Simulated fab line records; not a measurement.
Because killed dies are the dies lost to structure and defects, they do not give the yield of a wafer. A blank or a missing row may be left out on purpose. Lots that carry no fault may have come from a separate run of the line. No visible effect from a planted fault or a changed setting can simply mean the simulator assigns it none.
A single fault, viewed from 2 desks ; flow sky130 ; each desk has only its own numbers; what lay behind them comes last

DESK OF THE TOOL OWNER: lpcvd-01
The tool's own readings at SKY_POLY_GATE_CVD_00 (deposits poly-Si, target thk 180 nm, time 720 s): means of the sampled wafers that have a number, for each lot that ran on this tool. The brackets show how far a lot's mean lies from the usual mean; more than 4 standard deviations puts the lot out of limits, marked OUT.
Columns: A = spike-tc-centre-C at SKY_POLY_GATE_CVD_00, usual 620.3 C
lot;first seen here;A
L722;day 14 02:34;619.8
L723;day 14 09:42;619.1
L725;day 14 18:20;620.1
L727;day 15 14:00;620.8
L728;day 15 19:56;620.1
L729;day 16 08:02;620.7
L731;day 17 06:16;620.2
L732;day 17 11:37;620.2
L733;day 17 21:52;619.1
L735;day 18 19:08;620.0
L737;day 19 09:28;621.3
L744;day 21 17:33;620.8
L745;day 21 21:22;619.5
This desk's verdict: no lot among the 13 shows anything out of limits.

THE METROLOGY DESK
Means of the sampled wafers that have a number, per lot and without regard to the tool the lot ran on: this is what the gauges read. The brackets show how far a lot's mean lies from the usual mean; more than 4 standard deviations puts the lot out of limits, marked OUT.
Columns: A = POLY_GATE_CVD_00_THK at SKY_POLY_GATE_THK_MEAS_01, usual 179.8 nm; B = SD_P_OVL at SKY_SD_P_OVL_MEAS_08, usual -0.3 nm
lot;first seen here;A;B
L722;day 14 03:46;178.6;0.1
L723;day 14 10:55;181.0;0.5
L725;day 14 19:33;178.0;-0.7
L727;day 15 15:14;176.7;-0.3
L728;day 15 21:08;179.5;-1.2
L729;day 16 09:14;178.1;-1.8
L731;day 17 07:29;179.8;-1.5
L732;day 17 12:49;181.9;-2.2
L733;day 17 23:05;180.4;0.7
L735;day 18 20:21;178.0;-2.2
L737;day 19 10:41;180.9;-0.7
L744;day 21 19:22;311.5 (+82) OUT;0.7
L745;day 21 23:10;182.2;0.5
This desk finds L744 out of limits, with the earliest case on L744 at day 21 19:22 (POLY_GATE_CVD_00_THK at SKY_POLY_GATE_THK_MEAS_01). L722, L723, L725, L727, L728, L729, L731, L732, L733, L735, L737, L745: within limits.

TAKEN TOGETHER
The metrology desk could have raised an alarm at day 21 19:22, on L744.
The tool owner's desk saw nothing out of limits.
The tool owner's desk has L744 on record, within its limits.
SKY_POLY_GATE_CVD_00 was run on lpcvd-01 by each of the lots named.

WHAT HAD BEEN PUT IN BY THE SIMULATOR
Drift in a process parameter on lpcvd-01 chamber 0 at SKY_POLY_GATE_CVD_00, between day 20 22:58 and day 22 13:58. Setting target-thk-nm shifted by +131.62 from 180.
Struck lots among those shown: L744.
Delay in hours, fault start to first out-of-limits reading, per desk: metrology desk 20.
